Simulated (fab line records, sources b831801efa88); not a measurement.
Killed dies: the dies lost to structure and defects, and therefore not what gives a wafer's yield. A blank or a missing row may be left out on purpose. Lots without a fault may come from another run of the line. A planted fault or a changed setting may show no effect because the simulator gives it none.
Check for tools in common ; flow gf180mcu ; 12 lots and 36 wafers in the sample

REASON IT WAS OPENED
GF_VT_IMPLANT_OVL_MEAS_29, reading VT_IMPLANT_02_OVL: flagged on 2 of 12 lots. Fault-free wafers read -0.5 nm, with a standard deviation of 1.4.
Rule: flag the lot when none of its wafers has a number, or when each of its wafers that has one lies beyond 4 standard deviations from that mean. The other lots count as sound.

lot;measured;on;VT_IMPLANT_02_OVL (nm), wafer by wafer;flag
L954;day 6 17:42;overlay-01;1.1 -0.4 -2.8;
L955;day 6 23:54;overlay-02;-1.9 -2.2 -1.5;
L956;day 7 07:06;overlay-01;-0.6 -0.5 -1.1;
L957;day 7 14:20;overlay-01;-1.5 -0.8 -0.5;
L958;day 7 19:03;overlay-01;-0.5 0.0 -2.3;
L959;day 8 02:14;overlay-02;0.5 -2.7 -2.3;
L964;day 10 05:28;overlay-02;184.9 182.3 185.3;FLAGGED
L965;day 10 12:26;overlay-02;183.9 183.1 183.1;FLAGGED
L966;day 10 13:06;overlay-02;-1.2 -0.1 -1.5;
L969;day 11 05:39;overlay-01;0.6 -0.3 2.1;
L974;day 12 05:39;overlay-01;1.6 0.0 -1.7;
L975;day 12 14:15;overlay-02;0.5 -0.8 0.2;
Averaged over the flagged lots the numbers come to 183.8 nm, +184.3 nm from the usual (+99 or more standard deviations).

TOOL THAT RAN EACH LOT
The record holds 2 process steps before the reading, out of a route of 602 steps. In each cell: the tool, then ch and the chambers that the sampled wafers went through, then the start.
lot;flag;GF_VT_IMPLANT_STRIP_20;GF_VT_IMPLANT_EXPOSE_26
L954;;plasmaAsher-04 ch 0,1, day 6 02:11;ilineStepper-02 ch 0, day 6 10:07
L955;;plasmaAsher-02 ch 0,1, day 6 08:17;ilineStepper-01 ch 0, day 6 16:04
L956;;plasmaAsher-03 ch 0,1, day 6 15:47;ilineStepper-02 ch 0, day 6 23:53
L957;;plasmaAsher-02 ch 0,1, day 6 22:34;ilineStepper-01 ch 0, day 7 06:17
L958;;plasmaAsher-04 ch 0,1, day 7 03:14;ilineStepper-01 ch 0, day 7 11:15
L959;;plasmaAsher-02 ch 0,1, day 7 09:55;ilineStepper-02 ch 0, day 7 18:35
L964;FLAGGED;plasmaAsher-04 ch 0,1, day 9 12:10;ilineStepper-01 ch 0, day 9 20:50
L965;FLAGGED;plasmaAsher-02 ch 0,1, day 9 18:46;ilineStepper-01 ch 0, day 10 03:36
L966;;plasmaAsher-04 ch 0,1, day 9 19:40;ilineStepper-02 ch 0, day 10 04:12
L969;;plasmaAsher-02 ch 0,1, day 10 11:26;ilineStepper-02 ch 0, day 10 20:47
L974;;plasmaAsher-03 ch 0,1, day 11 10:44;ilineStepper-02 ch 0, day 11 20:28
L975;;plasmaAsher-03 ch 0, day 11 19:38;ilineStepper-02 ch 0, day 12 04:51
What the steps here do:
- GF_VT_IMPLANT_STRIP_20: strips in O2/N2.
- GF_VT_IMPLANT_EXPOSE_26: exposes mask LVPWELL HV AREA, target cd 860 nm.
- GF_VT_IMPLANT_OVL_MEAS_29

FLAGGED AGAINST TOTAL, ONE TOOL AT A TIME (gauges that did the reading follow at the end)
step;tool;lots run;flagged;share of the flagged lots;sound lots run after its first flagged lot
GF_VT_IMPLANT_STRIP_20;plasmaAsher-02;5;1;some;1 (L969)
GF_VT_IMPLANT_STRIP_20;plasmaAsher-03;3;0;none;-
GF_VT_IMPLANT_STRIP_20;plasmaAsher-04;4;1;some;1 (L966)
GF_VT_IMPLANT_EXPOSE_26;ilineStepper-01;5;2;all;0
GF_VT_IMPLANT_EXPOSE_26;ilineStepper-02;7;0;none;-
GF_VT_IMPLANT_OVL_MEAS_29;overlay-01;6;0;none;-
GF_VT_IMPLANT_OVL_MEAS_29;overlay-02;6;2;all;2 (L966,L975)

WHAT THE TABLE ALLOWS
Every flagged lot went through 2 rows of the table: ilineStepper-01 at GF_VT_IMPLANT_EXPOSE_26 and overlay-02 at GF_VT_IMPLANT_OVL_MEAS_29.
- ilineStepper-01 at GF_VT_IMPLANT_EXPOSE_26: 2 of its 5 lots flagged. It ran its last sound lot, L958, at day 7 11:15 and its first flagged lot, L964, at day 9 20:50: a fault with its onset between the two fits.
- overlay-02 at GF_VT_IMPLANT_OVL_MEAS_29: 2 of its 6 lots flagged. Sound lots ran on it after the first flagged one (L966, L975), which a lasting fault on the whole tool wouldn't allow.
What remains is a single tool, ilineStepper-01 at GF_VT_IMPLANT_EXPOSE_26.

WHAT THE SIMULATOR HAD PUT IN
Scanner matching overlay: ilineStepper-01, from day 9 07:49 on, at GF_VT_IMPLANT_EXPOSE_26. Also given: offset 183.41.
Shown lots that were struck: L964, L965. The same result came from the rule above.
